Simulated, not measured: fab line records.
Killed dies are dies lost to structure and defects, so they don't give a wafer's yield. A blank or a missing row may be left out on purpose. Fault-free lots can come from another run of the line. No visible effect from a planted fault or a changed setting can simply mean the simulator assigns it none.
Which of the tools did it? + flow sky130 + 11 lots with 33 wafers sampled at 2 steps, on a route of 708 steps

== WHAT EACH GAUGE READ, for each wafer ==
SKY_DNWELL_TW_MEAS_09.
| lot  | measured    | on            | DNWELL_TW      |
|------|-------------|---------------|----------------|
| L331 | day 3 09:09 | film metro-04 | 1110 1109 1104 |
| L334 | day 4 02:44 | film metro-01 | 1111 1119 1110 |
| L342 | day 5 20:26 | film metro-04 | 1110 1112 1112 |
| L343 | day 6 12:47 | film metro-01 | 1119 1116 1117 |
| L345 | day 7 03:45 | film metro-01 | 1101 1100 1103 |
| L347 | day 7 15:08 | film metro-02 | 1103 1105 1107 |
| L348 | day 7 23:48 | film metro-01 | 1102 1114 1110 |
| L349 | day 8 00:08 | film metro-04 | 1107 1108 1114 |
| L350 | day 8 09:20 | film metro-02 | 1093 1085 1099 |
| L353 | day 9 01:11 | film metro-02 | 1105 1113 1116 |
| L352 | day 9 01:34 | film metro-01 | 1117 1116 1115 |

SKY_NWELL_TW_MEAS_26.
| lot  | measured     | on            | NWELL_2_TW  |
|------|--------------|---------------|-------------|
| L331 | day 5 12:01  | film metro-04 | 489 492 493 |
| L334 | day 6 07:14  | film metro-01 | 499 500 501 |
| L342 | day 8 02:37  | film metro-04 | 495 496 494 |
| L343 | day 8 21:59  | film metro-01 | 500 496 497 |
| L345 | day 9 14:43  | film metro-01 | 494 495 495 |
| L347 | day 10 05:38 | film metro-04 | 493 487 494 |
| L348 | day 10 14:47 | film metro-02 | 492 490 492 |
| L349 | day 10 15:52 | film metro-04 | 489 490 488 |
| L350 | day 11 02:43 | film metro-01 | 499 499 500 |
| L353 | day 11 19:17 | film metro-02 | 493 492 491 |
| L352 | day 11 19:59 | film metro-04 | 491 494 492 |

== EACH LOT AND THE TOOL THAT RAN IT (in order: tool; ch and the chambers of the sampled wafers; start) ==
There is no process step in the record ahead of these readings.

== AS READ BY THE TOOLS THEMSELVES (means over the sampled wafers that have a number; for cases with no such wafer, the mark the record gives instead) ==
The record holds no such reading with a usual standard deviation.

== THE ANSWER, worked out from the rows above alone ==
Rule: the usual values come from the lots themselves. Put in order of their means at a reading, lots are off if they are a third of the lots or fewer, leave a main group of 4 or more, and stand apart from it by a gap of 3 or more times the standard deviation of the main group's means; of several such gaps the widest counts. A main group whose means are all the same, to the digits that the tables above print for the reading, isn't used. A lot without any number at a reading at which 4 lots or more have one is off too. All remaining lots with rows at the step are treated as sound. After the gauges, taken in route order, come the tools' own readings; for these a lot's mean is taken, as printed above. At the first step where some lot is off, the reading lying furthest off is the one used; lots without a number count as furthest.
None of the lots is off at any reading shown; this tells nothing.

== WHAT WAS PUT IN BY THE SIMULATOR ==
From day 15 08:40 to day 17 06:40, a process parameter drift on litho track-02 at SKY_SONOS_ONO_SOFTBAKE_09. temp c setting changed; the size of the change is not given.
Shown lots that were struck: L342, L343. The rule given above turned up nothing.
